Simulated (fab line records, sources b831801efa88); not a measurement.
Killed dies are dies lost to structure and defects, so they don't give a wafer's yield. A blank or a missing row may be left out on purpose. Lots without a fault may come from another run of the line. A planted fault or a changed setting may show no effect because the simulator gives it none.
Which tool did it? | flow sky130 | 12 lots, 36 wafers sampled, at 5 steps of a route of 708

WHAT THE GAUGES READ, wafer by wafer
SKY_VIA1_THK_MEAS_01. Usual: VIA1_HDPCVD_THK 1039 nm, standard deviation 9.2.
lot  | measured     | on            | VIA1_HDPCVD_THK (nm) | flag
L696 | day 33 14:11 | film_metro-04 | 1029 1042 1044       |
L698 | day 34 06:38 | film_metro-04 | 1041 1055 1045       |
L699 | day 34 12:49 | film_metro-02 | 1046 1034 1047       |
L702 | day 35 20:47 | film_metro-04 | 1032 1016 1018       |
L703 | day 35 23:50 | film_metro-04 | 1034 1025 1035       |
L704 | day 36 16:13 | film_metro-04 | 1043 1035 1042       |
L705 | day 36 17:44 | film_metro-04 | 1013 1026 1017       |
L706 | day 36 20:19 | film_metro-02 | 2057 2048 2083       | OFF
L707 | day 37 01:56 | film_metro-04 | 2082 2061 2067       | OFF
L708 | day 37 15:46 | film_metro-02 | 1030 1038 1016       |
L717 | day 39 16:37 | film_metro-03 | 1035 1045 1036       |
L719 | day 40 10:16 | film_metro-03 | 1037 1031 1041       |

SKY_VIA1_BOW_MEAS_03. Usual: VIA1_BOW 80 um, standard deviation 7.3.
lot  | measured     | on            | VIA1_BOW (um) | flag
L696 | day 33 14:33 | film_metro-04 | 75 76 84      |
L698 | day 34 07:00 | film_metro-04 | 85 85 94      |
L699 | day 34 13:11 | film_metro-04 | 77 79 84      |
L702 | day 35 21:08 | film_metro-04 | 79 71 73      |
L703 | day 36 00:11 | film_metro-02 | 81 68 75      |
L704 | day 36 16:34 | film_metro-03 | 89 82 77      |
L705 | day 36 18:24 | film_metro-02 | 75 83 68      |
L706 | day 36 20:42 | film_metro-02 | 82 77 76      |
L707 | day 37 02:19 | film_metro-03 | 91 96 82      |
L708 | day 37 16:10 | film_metro-04 | 85 77 95      |
L717 | day 39 16:59 | film_metro-04 | 74 78 78      |
L719 | day 40 10:39 | film_metro-04 | 80 76 91      |

WHICH TOOL RAN EACH LOT (tool, then ch and the chambers of the sampled wafers, then the start)
lot  | SKY_METAL1_SPUTTER_02        | SKY_METAL1_ETCH_18                | SKY_VIA1_HDPCVD_00
L696 | pvd_sputter-02, day 32 10:01 | rie_metal-01 ch 0,1, day 33 13:19 | hdpcvd-02 ch 1,2, day 33 14:05
L698 | pvd_sputter-04, day 33 02:01 | rie_metal-02 ch 0,1, day 34 05:43 | hdpcvd-02 ch 0,1,2, day 34 06:31
L699 | pvd_sputter-01, day 33 08:21 | rie_metal-03 ch 0,1, day 34 11:57 | hdpcvd-02 ch 0,1, day 34 12:41
L702 | pvd_sputter-02, day 34 17:52 | rie_metal-03 ch 0,1, day 35 19:55 | hdpcvd-01 ch 0,2, day 35 20:40
L703 | pvd_sputter-04, day 34 19:40 | rie_metal-03 ch 0,1, day 35 22:59 | hdpcvd-02 ch 0,1, day 35 23:43
L704 | pvd_sputter-01, day 35 11:23 | rie_metal-02 ch 0,1, day 36 15:21 | hdpcvd-02 ch 0,1, day 36 16:06
L705 | pvd_sputter-01, day 35 13:25 | rie_metal-01 ch 0,1, day 36 16:53 | hdpcvd-01 ch 0,2, day 36 17:38
L706 | pvd_sputter-04, day 35 15:19 | rie_metal-03 ch 0,1, day 36 19:11 | hdpcvd-01 ch 1,2, day 36 19:56
L707 | pvd_sputter-02, day 35 21:29 | rie_metal-02 ch 0,1, day 37 00:48 | hdpcvd-02 ch 0,1,2, day 37 01:31
L708 | pvd_sputter-01, day 36 11:40 | rie_metal-01 ch 0,1, day 37 14:54 | hdpcvd-02 ch 0,1,2, day 37 15:41
L717 | pvd_sputter-01, day 38 12:53 | rie_metal-01 ch 0,1, day 39 15:45 | hdpcvd-02 ch 0,2, day 39 16:29
L719 | pvd_sputter-02, day 39 07:34 | rie_metal-03 ch 0,1, day 40 09:24 | hdpcvd-02 ch 0,1,2, day 40 10:11
- SKY_METAL1_SPUTTER_02: material AlCu, target thk 250 nm, time 13.3 s.
- SKY_METAL1_ETCH_18: etches BARC in N2/H2, stops on SiO2, time 45.9 s, target depth 60 nm.
- SKY_VIA1_HDPCVD_00: deposits SiO2, target thk 1030 nm, time 171.7 s.

WHAT THE TOOLS THEMSELVES READ (means of the sampled wafers that have a number; where no wafer has one, the mark that the record gives instead)
SKY_METAL1_SPUTTER_02. Usual: throttle_valve_pct 30.1 %, standard deviation 1.2.
lot  | tool           | throttle_valve_pct (%) | flag
L696 | pvd_sputter-02 | 30.1                   |
L698 | pvd_sputter-04 | 30.6                   |
L699 | pvd_sputter-01 | 28.7                   |
L702 | pvd_sputter-02 | 30.5                   |
L703 | pvd_sputter-04 | 31.0                   |
L704 | pvd_sputter-01 | 28.8                   |
L705 | pvd_sputter-01 | 29.6                   |
L706 | pvd_sputter-04 | 30.1                   |
L707 | pvd_sputter-02 | 30.0                   |
L708 | pvd_sputter-01 | 28.7                   |
L717 | pvd_sputter-01 | 29.5                   |
L719 | pvd_sputter-02 | 30.2                   |

SKY_METAL1_ETCH_18. Usual: drypump_motor_current_A 5.9 A, standard deviation 0.53; oes_product_au 0.856 a.u., standard deviation 0.0044; throttle_valve_pct 13.223 %, standard deviation 0.0087.
lot  | tool         | drypump_motor_current_A (A) | oes_product_au (a.u.) | throttle_valve_pct (%) | flag
L696 | rie_metal-01 | 5.3                         | 0.854                 | 13.220                 |
L698 | rie_metal-02 | 6.0                         | 0.853                 | 13.226                 |
L699 | rie_metal-03 | 5.9                         | 0.854                 | 13.226                 |
L702 | rie_metal-03 | 6.1                         | 0.854                 | 13.232                 |
L703 | rie_metal-03 | 5.9                         | 0.859                 | 13.231                 |
L704 | rie_metal-02 | 6.2                         | 0.856                 | 13.220                 |
L705 | rie_metal-01 | 5.9                         | 0.853                 | 13.219                 |
L706 | rie_metal-03 | 6.0                         | 0.861                 | 13.223                 |
L707 | rie_metal-02 | 6.0                         | 0.859                 | 13.230                 |
L708 | rie_metal-01 | 5.9                         | 0.856                 | 13.222                 |
L717 | rie_metal-01 | 5.9                         | 0.857                 | 13.231                 |
L719 | rie_metal-03 | 6.0                         | 0.850                 | 13.226                 |

THE ANSWER, worked out from the rows above alone
Rule: a lot is off if the mean of its wafers that have a number lies more than 3 standard deviations from the usual mean. A lot without any number at a reading at which 4 lots or more have one is off too. The other lots that the step has rows for count as sound. The gauges are gone through in route order, then the tools' own readings, and for those a lot's mean is taken as printed above. The first step at which some lot is off is used, and at that step the reading that is off furthest; a lot without a number counts as furthest.
Off: L706, L707, at SKY_VIA1_THK_MEAS_01 (VIA1_HDPCVD_THK).
A tool fits if, at a process step before that reading, it ran every lot that is off, and no sound lot after the first of them. The gauges at SKY_VIA1_THK_MEAS_01 are tried like those tools. None of those tried fits.

WHAT THE SIMULATOR HAD PUT IN
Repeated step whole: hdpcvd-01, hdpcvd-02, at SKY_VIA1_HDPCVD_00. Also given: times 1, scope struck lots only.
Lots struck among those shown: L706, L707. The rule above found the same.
